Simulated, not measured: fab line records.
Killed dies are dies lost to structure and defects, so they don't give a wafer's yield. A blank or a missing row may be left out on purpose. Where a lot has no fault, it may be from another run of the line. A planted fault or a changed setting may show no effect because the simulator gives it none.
fab line records | flow sky130
[record] lots = 6 | wafers = 18 | last-day = 52
route steps=708 shown LDD_P@263 LDD_HVN@267 LDD_HVP@278 PAD_OPEN@708
lots that met no fault: from a run of the same line without faults
start-h: the number of hours between the record's first day and the start of the first shown wafer of the lot | wait-h: hours from the lot's prior step to this one | " the same as in the row above | L1.1+2: several wafers, shown together as one row | - no value present, or no start provided | * or withheld: withheld | < > ~ a bound
route shown NAME@n: NAME is a module with steps in the file, n the number in the route of the first one | usual: mean and standard deviation over wafers with no fault | same: alike in all rows | chamber/n: place in a boat | sites: per-site readings | _std_site: the standard deviation of these | _edge_site: outer sites' mean less inner sites' | radius-mm: for every site, how far away it sits from the centre of the wafer | mask NAME#n: copy n | behind: the last tool/chamber to shape the wafer | hold: why the lot went on hold/how many hours it stayed there/how the hold came to an end | device: the transistor (n, p or np) that didn't switch | end of line: the route-end tests of the same wafers | a step with no rows: only its recipe | killed: the dies lost at the first sort to structure and to defects; this is not the yield of the wafer | map: per-die view of a wafer (x killed, . not killed, _ where there is no die)
set.NAME: the setting the step ran with; set.NAME@STEP: the setting that earlier step ran with | model.NAME: the simulator's own value behind a step, which no gauge read
a table for each step, a row for each wafer; lots at some steps of the route
services: a tool's chamber out of use, with start hour (start-h, from the record's first day; less than 0 if before it), hours out, and reason
[[steps]]
[step SKY_LDD_P_OVL_MEAS_08]
[usual] LDD_P_OVL = 0.1/1.2
lot.wafer | tool       | chamber | start-h | wait-h | LDD_P_OVL[nm]
L651.1    | overlay-02 | -       | 492.54  | 0.1    | -2.3
L651.3    | "          | -       | "       | "      | 1.6
L651.5    | "          | -       | "       | "      | -0.1
L658.1    | overlay-02 | -       | 505.61  | 0.1    | -0.2
L658.4    | "          | -       | "       | "      | -0.5
L658.5    | "          | -       | "       | "      | -2.0
L666.2    | overlay-02 | -       | 661.14  | 0.1    | 0.3
L666.4    | "          | -       | "       | "      | 0.9
L666.6    | "          | -       | "       | "      | -1.0
L665.3    | overlay-02 | -       | 663.57  | 0.1    | 1.3
L665.5    | "          | -       | "       | "      | 1.3
L665.6    | "          | -       | "       | "      | 2.3
L670.2    | overlay-02 | -       | 671.72  | 0.1    | 0.5
L670.5    | "          | -       | "       | "      | 0.5
L670.6    | "          | -       | "       | "      | 2.6
L669.3    | overlay-02 | -       | 672.80  | 0.1    | 0.0
L669.5    | "          | -       | "       | "      | -0.4
L669.6    | "          | -       | "       | "      | -0.6
[step SKY_LDD_P_IMPLANT_09]
[recipe] species = BF2 | energy-kev = 25 | dose-cm2 = 1e+13 | tilt-deg = withheld
[step SKY_LDD_P_STRIP_10]
[recipe] chemistry = O2/N2 | power-w = 1400 | pressure-mtorr = 1500 | platen-temp-c = withheld | o2-flow-sccm = 3000 | n2-flow-sccm = 300 | overash-fraction = 0.5
[usual] drypump-motor-current-A = 5.71/0.23 | oes-product-au = 0.715/0.0046 | strip-time-to-endpoint-s = 14.18/0.041
lot.wafer | tool            | chamber | start-h | wait-h | drypump-motor-current-A | oes-product-au | rf-hours-counter-h | strip-time-to-endpoint-s
L651.1    | plasma-asher-03 | 0       | 492.72  | 0.1    | 5.45                    | 0.711          | 63                 | 14.10
L651.3    | "               | 0       | "       | "      | 5.47                    | 0.716          | -                  | 14.14
L651.5    | "               | 0       | "       | "      | 5.45                    | 0.711          | -                  | 14.09
L658.1    | plasma-asher-01 | 1       | 505.80  | 0.1    | 5.78                    | 0.710          | 8                  | 14.16
L658.4    | "               | 1       | "       | "      | 5.73                    | 0.718          | -                  | 14.20
L658.5    | "               | 0       | "       | "      | 5.92                    | 0.721          | -                  | 14.19
L666.2    | plasma-asher-01 | 1       | 661.32  | 0.1    | 5.74                    | 0.711          | 23                 | 14.23
L666.4    | "               | 0       | "       | "      | 5.93                    | 0.716          | -                  | 14.17
L666.6    | "               | 1       | "       | "      | 5.77                    | 0.718          | -                  | 14.19
L665.3    | plasma-asher-04 | 1       | 663.78  | 0.1    | 5.79                    | 0.719          | -                  | 14.22
L665.5    | "               | 0       | "       | "      | 5.82                    | 0.716          | -                  | 14.15
L665.6    | "               | 1       | "       | "      | 5.80                    | 0.709          | -                  | 14.15
L670.2    | plasma-asher-01 | 0       | 671.90  | 0.1    | 5.91                    | 0.716          | 23                 | 14.16
L670.5    | "               | 0       | "       | "      | 5.93                    | 0.717          | -                  | 14.11
L670.6    | "               | 1       | "       | "      | 5.79                    | 0.715          | -                  | 14.15
L669.3    | plasma-asher-01 | 0       | 673.01  | 0.1    | 5.91                    | 0.717          | -                  | 14.17
L669.5    | "               | 0       | "       | "      | 5.91                    | 0.717          | -                  | 14.16
L669.6    | "               | 1       | "       | "      | 5.72                    | 0.717          | -                  | 14.16
[step SKY_LDD_P_TW_MEAS_11]
[usual] LDD_P_TW = 633/9.1
lot.wafer | tool          | chamber | start-h | wait-h | LDD_P_TW
L651.1    | film-metro-03 | -       | 492.82  | 0.1    | 630
L651.3    | "             | -       | "       | "      | 635
L651.5    | "             | -       | "       | "      | 630
L658.1    | film-metro-01 | -       | 505.90  | 0.1    | 623
L658.4    | "             | -       | "       | "      | 621
L658.5    | "             | -       | "       | "      | 622
L666.2    | film-metro-03 | -       | 661.43  | 0.1    | 630
L666.4    | "             | -       | "       | "      | 629
L666.6    | "             | -       | "       | "      | 628
L665.3    | film-metro-03 | -       | 663.87  | 0.1    | 628
L665.5    | "             | -       | "       | "      | 632
L665.6    | "             | -       | "       | "      | 633
L670.2    | film-metro-01 | -       | 672.01  | 0.1    | 626
L670.5    | "             | -       | "       | "      | 629
L670.6    | "             | -       | "       | "      | 626
L669.3    | film-metro-03 | -       | 673.09  | 0.1    | 632
L669.5    | "             | -       | "       | "      | 632
L669.6    | "             | -       | "       | "      | 634
[step SKY_LDD_HVN_DEHYDRATE_00]
[recipe] temp-c = 200 | time-s = 60
[step SKY_LDD_HVN_HMDS_01]
[recipe] prime-time-s = 60 | prime-temp-c = 120
[step SKY_LDD_HVN_COAT_02]
[recipe] resist = NOVOLAK | spin-rpm = 3000 | resist-thk-nm = 300
[step SKY_LDD_HVN_SOFTBAKE_03]
[recipe] temp-c = 90 | time-s = 60 | resist = NOVOLAK
[step SKY_LDD_HVN_EXPOSE_04]
[recipe] mask-id = HVNTM | na = 0.6 | source-shape = conventional | sigma-outer = 0.6 | polarization = unpolarized | target-cd-nm = 700 | dose-mj = 127
[step SKY_LDD_HVN_PEB_05]
[recipe] temp-c = withheld | time-s = * | resist = NOVOLAK
[step SKY_LDD_HVN_DEVELOP_06]
[recipe] resist = NOVOLAK | developer = TMAH | develop-time-s = 60 | dev-temp-c = 23
[step SKY_LDD_HVN_OVL_MEAS_07]
[usual] LDD_HVN_OVL = -0.3/1.7
lot.wafer | tool       | chamber | start-h | wait-h | LDD_HVN_OVL[nm]
L651.1    | overlay-01 | -       | 524.17  | 0.1    | -1.8
L651.3    | "          | -       | "       | "      | 0.4
L651.5    | "          | -       | "       | "      | 1.8
L658.1    | overlay-01 | -       | 536.87  | 0.1    | -0.4
L658.4    | "          | -       | "       | "      | -1.3
L658.5    | "          | -       | "       | "      | 2.3
L666.2    | overlay-02 | -       | 691.27  | 0.1    | -0.7
L666.4    | "          | -       | "       | "      | -0.7
L666.6    | "          | -       | "       | "      | -4.0
L665.3    | overlay-02 | -       | 692.28  | 0.1    | 2.4
L665.5    | "          | -       | "       | "      | 2.8
L665.6    | "          | -       | "       | "      | 1.6
L670.2    | overlay-02 | -       | 700.73  | 0.1    | 0.1
L670.5    | "          | -       | "       | "      | -1.0
L670.6    | "          | -       | "       | "      | 2.5
L669.3    | overlay-01 | -       | 702.23  | 0.1    | 1.4
L669.5    | "          | -       | "       | "      | 3.1
L669.6    | "          | -       | "       | "      | 0.6
[step SKY_LDD_HVN_IMPLANT_08]
[recipe] species = P | energy-kev = 60 | dose-cm2 = 3e+13 | tilt-deg = 40
[usual] beam-energy-keV = 59.998/0.017 | beam-on-s = 10.01/0.22
lot.wafer | tool         | chamber | start-h | wait-h | beam-energy-keV | beam-on-s | model.implant.rp-nm | model.implant.drp-nm
L651.1    | implanter-01 | 0       | 524.20  | 0.0    | 59.991          | 9.99      | 55.59               | 28.15
L651.3    | "            | 0       | "       | "      | 60.005          | 9.80      | 55.59               | 28.15
L651.5    | "            | 0       | "       | "      | 60.020          | 10.05     | 55.59               | 28.15
L658.1    | implanter-04 | 0       | 536.90  | 0.0    | 59.962          | 9.95      | 54.41               | 28.15
L658.4    | "            | 0       | "       | "      | 59.998          | 9.93      | 54.41               | 28.15
L658.5    | "            | 0       | "       | "      | 59.998          | 10.12     | 54.41               | 28.15
L666.2    | implanter-01 | 0       | 691.33  | 0.0    | 40.749          | 10.16     | 36.88               | 20.24
L666.4    | "            | 0       | "       | "      | 40.723          | 9.91      | 36.88               | 20.24
L666.6    | "            | 0       | "       | "      | 40.730          | 10.16     | 36.88               | 20.24
L665.3    | implanter-01 | 0       | 692.36  | 0.1    | 40.733          | 9.81      | 37.27               | 20.24
L665.5    | "            | 0       | "       | "      | 40.756          | 10.23     | 37.27               | 20.24
L665.6    | "            | 0       | "       | "      | 40.742          | 10.27     | 37.27               | 20.24
L670.2    | implanter-03 | 0       | 700.78  | 0.0    | 60.009          | 9.54      | 55.56               | 28.15
L670.5    | "            | 0       | "       | "      | 60.009          | 10.18     | 55.56               | 28.15
L670.6    | "            | 0       | "       | "      | 59.990          | 10.17     | 55.56               | 28.15
L669.3    | implanter-03 | 0       | 702.31  | 0.1    | 59.979          | 9.91      | 54.1                | 28.15
L669.5    | "            | 0       | "       | "      | 59.991          | 9.95      | 54.1                | 28.15
L669.6    | "            | 0       | "       | "      | 60.043          | 9.92      | 54.1                | 28.15
[step SKY_LDD_HVN_STRIP_09]
[recipe] chemistry = O2/N2 | power-w = 1400 | pressure-mtorr = 1500 | platen-temp-c = withheld | o2-flow-sccm = 3000 | n2-flow-sccm = 300 | overash-fraction = 0.5
[usual] drypump-motor-current-A = 5.63/0.25 | oes-product-au = 0.409/0.0047 | strip-time-to-endpoint-s = 4.134/0.015
lot.wafer | tool            | chamber | start-h | wait-h | drypump-motor-current-A | oes-product-au | rf-hours-counter-h | strip-time-to-endpoint-s
L651.1    | plasma-asher-02 | 1       | 524.35  | 0.1    | 5.83                    | 0.417          | 83                 | 4.165
L651.3    | "               | 0       | "       | "      | 5.78                    | 0.411          | -                  | 4.118
L651.5    | "               | 1       | "       | "      | 5.83                    | 0.405          | -                  | 4.131
L658.1    | plasma-asher-04 | 0       | 537.05  | 0.1    | 5.81                    | 0.413          | 39                 | 4.125
L658.4    | "               | 1       | "       | "      | 5.81                    | 0.406          | -                  | 4.127
L658.5    | "               | 1       | "       | "      | 5.80                    | 0.411          | -                  | 4.111
L666.2    | plasma-asher-03 | 1       | 691.45  | 0.1    | 5.14                    | 0.409          | 81                 | 4.149
L666.4    | "               | 1       | "       | "      | 5.14                    | 0.410          | -                  | 4.146
L666.6    | "               | 0       | "       | "      | 5.47                    | 0.413          | -                  | 4.159
L665.3    | plasma-asher-04 | 0       | 692.49  | 0.1    | 5.80                    | 0.404          | -                  | 4.130
L665.5    | "               | 1       | "       | "      | 5.81                    | 0.407          | -                  | 4.151
L665.6    | "               | 0       | "       | "      | 5.79                    | 0.408          | -                  | 4.137
L670.2    | plasma-asher-03 | 0       | 700.91  | 0.1    | 5.46                    | 0.415          | 81                 | 4.119
L670.5    | "               | 0       | "       | "      | 5.47                    | 0.413          | -                  | 4.129
L670.6    | "               | 1       | "       | "      | 5.13                    | 0.412          | -                  | 4.119
L669.3    | plasma-asher-03 | 1       | 702.44  | 0.1    | 5.16                    | 0.421          | -                  | 4.151
L669.5    | "               | 1       | "       | "      | 5.15                    | 0.410          | -                  | 4.125
L669.6    | "               | 0       | "       | "      | 5.49                    | 0.415          | -                  | 4.106
[step SKY_LDD_HVN_TW_MEAS_10]
[usual] LDD_HVN_TW = 1441/14
lot.wafer | tool          | chamber | start-h | wait-h | LDD_HVN_TW
L651.1    | film-metro-02 | -       | 524.45  | 0.1    | 1455
L651.3    | "             | -       | "       | "      | 1465
L651.5    | "             | -       | "       | "      | 1462
L658.1    | film-metro-02 | -       | 537.15  | 0.1    | 1457
L658.4    | "             | -       | "       | "      | 1454
L658.5    | "             | -       | "       | "      | 1457
L666.2    | film-metro-03 | -       | 691.56  | 0.1    | 1288
L666.4    | "             | -       | "       | "      | 1293
L666.6    | "             | -       | "       | "      | 1289
L665.3    | film-metro-03 | -       | 692.58  | 0.1    | 1284
L665.5    | "             | -       | "       | "      | 1285
L665.6    | "             | -       | "       | "      | 1285
L670.2    | film-metro-02 | -       | 701.02  | 0.1    | 1461
L670.5    | "             | -       | "       | "      | 1458
L670.6    | "             | -       | "       | "      | 1463
L669.3    | film-metro-03 | -       | 702.53  | 0.1    | 1425
L669.5    | "             | -       | "       | "      | 1421
L669.6    | "             | -       | "       | "      | 1423
[step SKY_LDD_HVP_DEHYDRATE_00]
[recipe] temp-c = 200 | time-s = 60
[step SKY_PAD_OPEN_PROBE_99]
[usual] killed_at_M0_to_M3 = 45/6.3 | killed_at_M4_up = 2.8/1.6 | killed-at-contacts = 24/5.1 | killed-at-front-end = 14/4.4 | killed-at-other = 0.4/0.73 | killed-dies = 86/9 | killed-open = 47/7.8 | killed-short = 39/6.6
[same] gross-dies = 492 | killed-at-back-side = 0
lot.wafer | tool      | chamber | start-h | wait-h | killed_at_M0_to_M3 | killed_at_M4_up | killed-at-contacts | killed-at-front-end | killed-at-other | killed-dies | killed-open | killed-short | model.etest.tip_n_5v.rs-ohm-sq | model.etest.nfet-g5v0d10v5.r-on-ohm-um | model.etest.nfet-g5v0d10v5.drive-ua-um | model.etest.nfet_05v0_nvt.drive-ua-um | model.etest.nfet-g5v0d10v5.vt-sat-v | model.etest.nfet-g5v0d10v5.vt-v
L651.1    | prober-02 | -       | 1135.82 | 0.1    | 49                 | 5               | 17                 | 15                  | 0               | 86          | 38          | 47           | 1388                           | 1905                                   | 590.5                                  | 568.9                                 | 0.769                               | 0.8323
L651.3    | prober-02 | -       | 1135.92 | 0.2    | 34                 | 6               | 16                 | 13                  | 1               | 70          | 32          | 37           | 1390                           | 1926                                   | 592.2                                  | 567                                   | 0.7634                              | 0.8235
L651.5    | prober-02 | -       | 1136.02 | 0.2    | 47                 | 4               | 24                 | 19                  | 0               | 94          | 57          | 36           | 1386                           | 1909                                   | 595.6                                  | 570.1                                 | 0.765                               | 0.8262
L658.1    | prober-02 | -       | 1145.59 | 0.1    | 37                 | 2               | 23                 | 12                  | 0               | 74          | 44          | 30           | 1401                           | 1882                                   | 591.8                                  | 562.4                                 | 0.7799                              | 0.8418
L658.4    | prober-02 | -       | 1145.74 | 0.2    | 32                 | 1               | 21                 | 18                  | 0               | 72          | 47          | 25           | 1420                           | 1888                                   | 587                                    | 567                                   | 0.7757                              | 0.8394
L658.5    | prober-02 | -       | 1145.79 | 0.2    | 42                 | 3               | 25                 | 12                  | 1               | 83          | 32          | 51           | 1410                           | 1917                                   | 586                                    | 558.6                                 | 0.7711                              | 0.8302
L665.3    | prober-01 | -       | 1237.53 | 0.2    | 53                 | 5               | 33                 | 10                  | 0               | 101         | 58          | 43           | 1693                           | 1920                                   | 580.2                                  | 568.1                                 | 0.808                               | 0.8538
L665.5    | prober-01 | -       | 1237.63 | 0.2    | 44                 | 6               | 24                 | 14                  | 2               | 90          | 61          | 27           | 1682                           | 1926                                   | 587.3                                  | 571.1                                 | 0.8085                              | 0.8532
L665.6    | prober-01 | -       | 1237.68 | 0.2    | 48                 | 2               | 19                 | 13                  | 3               | 85          | 48          | 35           | 1707                           | 1938                                   | 582.3                                  | 562.6                                 | 0.8183                              | 0.862
L670.2    | prober-01 | -       | 1242.71 | 0.1    | 53                 | 0               | 21                 | 24                  | 1               | 99          | 56          | 43           | 1387                           | 1835                                   | 616.6                                  | 578                                   | 0.7533                              | 0.8116
L670.5    | prober-01 | -       | 1242.86 | 0.2    | 40                 | 4               | 20                 | 17                  | 0               | 81          | 50          | 31           | 1396                           | 1870                                   | 607.5                                  | 570.2                                 | 0.7581                              | 0.8171
L670.6    | prober-01 | -       | 1242.91 | 0.2    | 54                 | 1               | 31                 | 21                  | 0               | 107         | 69          | 38           | 1395                           | 1877                                   | 609                                    | 576.4                                 | 0.7607                              | 0.8186
L669.3    | prober-01 | -       | 1244.26 | 0.2    | 40                 | 1               | 31                 | 16                  | 1               | 89          | 45          | 43           | 1389                           | 1873                                   | 609.5                                  | 581.5                                 | 0.7806                              | 0.8368
L669.5    | prober-01 | -       | 1244.36 | 0.2    | 51                 | 1               | 37                 | 17                  | 0               | 106         | 56          | 49           | 1394                           | 1862                                   | 607.4                                  | 578.1                                 | 0.7771                              | 0.8375
L669.6    | prober-01 | -       | 1244.41 | 0.2    | 44                 | 5               | 16                 | 20                  | 1               | 86          | 37          | 49           | 1389                           | 1837                                   | 603.6                                  | 579.1                                 | 0.7752                              | 0.8373
L666.2    | prober-02 | -       | 1244.26 | 0.1    | 44                 | 4               | 17                 | 15                  | 0               | 80          | 42          | 38           | 1720                           | 1954                                   | 583.8                                  | 561.8                                 | 0.7981                              | 0.8394
L666.4    | prober-02 | -       | 1244.36 | 0.2    | 45                 | 2               | 29                 | 14                  | 1               | 91          | 42          | 48           | 1712                           | 1963                                   | 579.3                                  | 558.9                                 | 0.8024                              | 0.8453
L666.6    | prober-02 | -       | 1244.46 | 0.2    | 43                 | 5               | 19                 | 12                  | 0               | 79          | 33          | 46           | 1713                           | 1961                                   | 577.6                                  | 557.7                                 | 0.8011                              | 0.8426
// killed by level:class
L651.1 VIA3:geometric-particle:open=10 VIA1:geometric-particle:open=10 VIA1:geometric-particle:short=8 FIELD_ISO:geometric-particle:short=5 LOCAL_INTERCONNECT:geometric-particle:short=5 POLY_GATE:geometric-particle:short=4 CONTACT:geometric-particle:open=4 CONTACT:geometric-particle:short=4
L651.3 CONTACT:geometric-particle:open=8 VIA3:geometric-particle:open=7 METAL4:geometric-particle:short=6 METAL1:geometric-particle:short=5 VIA1:geometric-particle:short=5 VIA1:geometric-particle:open=5 FIELD_ISO:geometric-particle:open=4 SPACER:geometric-particle:short=3
L651.5 LI_CONTACT:geometric-particle:open=9 VIA1:geometric-particle:open=9 VIA2:geometric-particle:open=8 VIA3:geometric-particle:open=8 POLY_GATE:geometric-particle:short=5 POLY_GATE:geometric-particle:open=5 CONTACT:geometric-particle:open=5 VIA1:geometric-particle:short=5
L658.1 VIA1:geometric-particle:open=10 LI_CONTACT:geometric-particle:open=9 VIA3:geometric-particle:open=8 CONTACT:geometric-particle:open=6 METAL2:geometric-particle:short=5 METAL1:geometric-particle:short=4 METAL3:geometric-particle:short=4 POLY_GATE:geometric-particle:short=3
L658.4 CONTACT:geometric-particle:open=10 VIA1:geometric-particle:open=9 VIA2:geometric-particle:open=8 CONTACT:geometric-particle:short=5 FIELD_ISO:geometric-particle:open=4 POLY_GATE:geometric-particle:open=4 POLY_GATE:geometric-particle:short=4 LI_CONTACT:geometric-particle:open=4
L658.5 CONTACT:geometric-particle:open=13 VIA3:geometric-particle:open=8 POLY_GATE:geometric-particle:short=6 METAL1:geometric-particle:short=6 VIA3:geometric-particle:short=6 METAL3:geometric-particle:short=5 LI_CONTACT:geometric-particle:open=5 METAL2:geometric-particle:short=5
L665.3 VIA1:geometric-particle:open=20 CONTACT:geometric-particle:open=13 LI_CONTACT:geometric-particle:open=6 CONTACT:geometric-particle:short=6 VIA3:geometric-particle:open=6 LI_CONTACT:geometric-particle:short=5 METAL1:geometric-particle:short=5 VIA1:geometric-particle:short=5
L665.5 VIA1:geometric-particle:open=17 CONTACT:geometric-particle:open=12 LI_CONTACT:geometric-particle:open=7 VIA3:geometric-particle:open=6 VIA2:geometric-particle:open=6 METAL4:geometric-particle:short=5 FIELD_ISO:geometric-particle:open=4 POLY_GATE:geometric-particle:short=4
L665.6 VIA1:geometric-particle:open=13 VIA2:geometric-particle:open=9 CONTACT:geometric-particle:open=8 METAL1:geometric-particle:short=6 VIA3:geometric-particle:open=6 FIELD_ISO:geometric-particle:open=4 METAL2:geometric-particle:short=4 POLY_GATE:geometric-particle:open=3
L670.2 VIA1:geometric-particle:open=12 VIA2:geometric-particle:open=10 FIELD_ISO:geometric-particle:short=8 CONTACT:geometric-particle:open=7 VIA1:geometric-particle:short=6 LI_CONTACT:geometric-particle:open=5 VIA3:geometric-particle:open=5 POLY_GATE:geometric-particle:open=4
L670.5 VIA1:geometric-particle:open=14 LI_CONTACT:geometric-particle:open=7 VIA2:geometric-particle:open=7 POLY_GATE:geometric-particle:open=5 CONTACT:geometric-particle:short=5 VIA3:geometric-particle:open=5 FIELD_ISO:geometric-particle:short=4 CONTACT:geometric-particle:open=4
L670.6 VIA1:geometric-particle:open=15 LI_CONTACT:geometric-particle:open=12 CONTACT:geometric-particle:open=11 FIELD_ISO:geometric-particle:open=7 VIA3:geometric-particle:open=7 VIA2:geometric-particle:open=6 POLY_GATE:geometric-particle:open=5 METAL1:geometric-particle:short=5
L669.3 CONTACT:geometric-particle:open=12 VIA1:geometric-particle:open=8 CONTACT:geometric-particle:short=7 VIA3:geometric-particle:short=6 POLY_GATE:geometric-particle:short=5 METAL2:geometric-particle:short=5 VIA3:geometric-particle:open=5 FIELD_ISO:geometric-particle:short=4
L666.2 VIA1:geometric-particle:open=16 CONTACT:geometric-particle:open=6 FIELD_ISO:geometric-particle:short=5 LOCAL_INTERCONNECT:geometric-particle:short=5 VIA1:geometric-particle:short=5 VIA2:geometric-particle:open=5 FIELD_ISO:geometric-particle:open=4 METAL1:geometric-particle:short=4
L669.5 LI_CONTACT:geometric-particle:open=11 CONTACT:geometric-particle:short=11 CONTACT:geometric-particle:open=10 VIA1:geometric-particle:open=10 METAL2:geometric-particle:short=10 VIA2:geometric-particle:open=7 VIA3:geometric-particle:open=6 FIELD_ISO:geometric-particle:open=4
L666.4 CONTACT:geometric-particle:open=11 VIA1:geometric-particle:open=11 METAL2:geometric-particle:short=8 METAL1:geometric-particle:short=7 LI_CONTACT:geometric-particle:open=6 CONTACT:geometric-particle:short=6 VIA1:geometric-particle:short=6 FIELD_ISO:geometric-particle:short=4
L669.6 CONTACT:geometric-particle:open=9 METAL2:geometric-particle:short=7 VIA2:geometric-particle:short=7 VIA2:geometric-particle:open=7 METAL1:geometric-particle:short=6 FIELD_ISO:geometric-particle:short=5 FIELD_ISO:geometric-particle:open=4 POLY_GATE:geometric-particle:short=4
L666.6 VIA1:geometric-particle:open=9 METAL1:geometric-particle:short=6 METAL2:geometric-particle:short=6 CONTACT:geometric-particle:short=5 FIELD_ISO:geometric-particle:short=4 LI_CONTACT:geometric-particle:short=4 CONTACT:geometric-particle:open=4 VIA3:geometric-particle:open=4
[[services]]
tool            | chamber | start-h | hours | kind
plasma-asher-04 | -       | 480.39  | 2.8   | pm
plasma-asher-04 | -       | 485.57  | 3.0   | repair
plasma-asher-03 | -       | 486.63  | 1.0   | repair
plasma-asher-01 | -       | 493.92  | 2.3   | repair
plasma-asher-01 | -       | 516.65  | 1.2   | repair
implanter-03    | -       | 520.82  | 1.8   | repair
plasma-asher-02 | -       | 528.37  | 0.6   | repair
implanter-04    | -       | 532.37  | 3.0   | repair
implanter-03    | -       | 532.66  | 3.9   | pm
implanter-01    | -       | 538.68  | 4.8   | repair
implanter-01    | -       | 566.19  | 1.3   | repair
implanter-01    | -       | 570.53  | 2.6   | repair
implanter-04    | -       | 583.80  | 1.6   | repair
implanter-03    | -       | 599.84  | 0.6   | repair
implanter-04    | -       | 604.22  | 5.7   | pm
implanter-01    | -       | 619.70  | 2.9   | repair
plasma-asher-03 | -       | 629.99  | 2.8   | pm
plasma-asher-01 | -       | 636.26  | 12.8  | repair
plasma-asher-03 | -       | 640.92  | 17.2  | repair
plasma-asher-03 | -       | 693.20  | 7.3   | repair
[[key]]
[first-sign] step = SKY_LDD_HVN_IMPLANT_08 | reading = beam-energy-keV | direction = down | sigmas = 99+ | usual = * | struck = *
[effect] step = SKY_LDD_HVN_TW_MEAS_10 | reading = LDD_HVN_TW | direction = down | sigmas = 11 | usual = 1441 | struck = 1288
[model-effect] step = SKY_LDD_HVN_IMPLANT_08 | value = implant.rp-nm | without = 54.7 | struck = 37.08
[model-effect] step = SKY_PAD_OPEN_PROBE_99 | value = etest.tip_n_5v.rs-ohm-sq | without = 1407 | struck = 1704
met-at SKY_LDD_HVN_IMPLANT_08
struck-wafers L665.3,L665.5,L665.6,L666.2,L666.4,L666.6
tester-left-out L665,L666
onset-between 524.20 691.33
[fault] kind = process-parameter-drift | tool = implanter-01 | chamber = - | onset-h = 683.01 | steps = SKY_LDD_HVN_IMPLANT_08 | channel = energy-kev | offset = * | shape = step | end-h = 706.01 | acts-in = * | stated = *
// tester-left-out: of these lots the tester's yield and bins aren't shown, on N5 and GAA mostly nor the transistor test; their killed dies are dies lost to structure and defects alone, not to doping, threshold or leakage, so they don't give the yield
